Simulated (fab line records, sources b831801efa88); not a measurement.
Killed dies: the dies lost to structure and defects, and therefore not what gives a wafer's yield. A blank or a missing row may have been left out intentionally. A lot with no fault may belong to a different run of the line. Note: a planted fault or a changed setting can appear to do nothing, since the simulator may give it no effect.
The same fault as seen by 2 desks :: flow sky130 :: only its own numbers are on each desk; what lay behind them is given at the end

METROLOGY DESK
Means of the sampled wafers that have a number, per lot and without regard to the tool the lot ran on: this is what the gauges read. A lot is out of limits, marked OUT, if its mean lies more than 4 standard deviations from the usual mean; the brackets give that distance.
Columns: A = VT_ADJUST_HVTR_OVL at SKY_VT_ADJUST_HVTR_OVL_MEAS_08, usual 0.1 nm; B = SONOS_ONO_CVD_02_THK at SKY_SONOS_ONO_THK_MEAS_03, usual 10.60 nm
lot: L526
first seen here: day 10 07:46
A: -0.0
B: 10.55

lot: L528
first seen here: day 10 14:34
A: -0.5
B: 10.67

lot: L527
first seen here: day 10 16:10
A: 1.2
B: 10.52

lot: L529
first seen here: day 10 21:43
A: 0.5
B: 10.47

lot: L534
first seen here: day 12 08:19
A: -1.2
B: 10.44

lot: L536
first seen here: day 12 22:04
A: 2.1
B: 10.73

lot: L537
first seen here: day 13 04:31
A: 0.5
B: 10.72

lot: L543
first seen here: day 15 08:37
A: -1.5
B: 10.57

lot: L542
first seen here: day 15 13:04
A: 1.1
B: 10.71

lot: L544
first seen here: day 15 13:40
A: 2.4
B: 10.66

lot: L546
first seen here: day 16 06:31
A: 1.6
B: 10.93

lot: L545
first seen here: day 16 06:49
A: -2.9
B: 10.72

lot: L547
first seen here: day 16 22:40
A: -1.3
B: 10.57
This desk's finding: nothing out of limits on any of the 13 lots.

DESK OF THE TOOL OWNER: implanter-02
SKY_LDD_N_IMPLANT_10, tool's own readings: per-lot mean of the sampled wafers with a number, covering each lot this tool ran. A lot is out of limits, marked OUT, if its mean lies more than 4 standard deviations from the usual mean; the brackets give that distance.
Columns: A = beam_energy_keV at SKY_LDD_N_IMPLANT_10, usual 20.001; B = beam_on_s at SKY_LDD_N_IMPLANT_10, usual 10.00 s
lot: L528
first seen here: day 19 01:37
A: 20.001
B: 10.03

lot: L529
first seen here: day 19 21:48
A: 19.991
B: 9.79

lot: L534
first seen here: day 21 06:46
A: 20.747 (+99 or more) OUT
B: 9.72

lot: L536
first seen here: day 22 03:16
A: 20.755 (+99 or more) OUT
B: 9.93

lot: L537
first seen here: day 22 05:34
A: 20.750 (+99 or more) OUT
B: 9.91

lot: L543
first seen here: day 24 19:13
A: 20.003
B: 9.92
This desk's finding: out of limits on L534, L536, L537; first on L534, day 21 06:46 (beam_energy_keV at SKY_LDD_N_IMPLANT_10). In limits: L528, L529, L543.

PUT TOGETHER
The tool owner's desk could have raised an alarm at day 21 06:46, on L534, L536, L537.
Metrology desk: nothing out of limits seen.
The metrology desk has L534, L536, L537 on record, within its limits.
All the named lots went through SKY_LDD_N_IMPLANT_10 on implanter-02.

WHAT HAD BEEN PUT IN BY THE SIMULATOR
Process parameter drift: implanter-02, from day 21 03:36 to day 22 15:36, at SKY_LDD_N_IMPLANT_10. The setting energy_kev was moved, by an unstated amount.
Struck lots among those shown: L534, L536, L537.
Delay in hours, fault start to first out-of-limits reading, by desk: the tool owner's desk at 3.
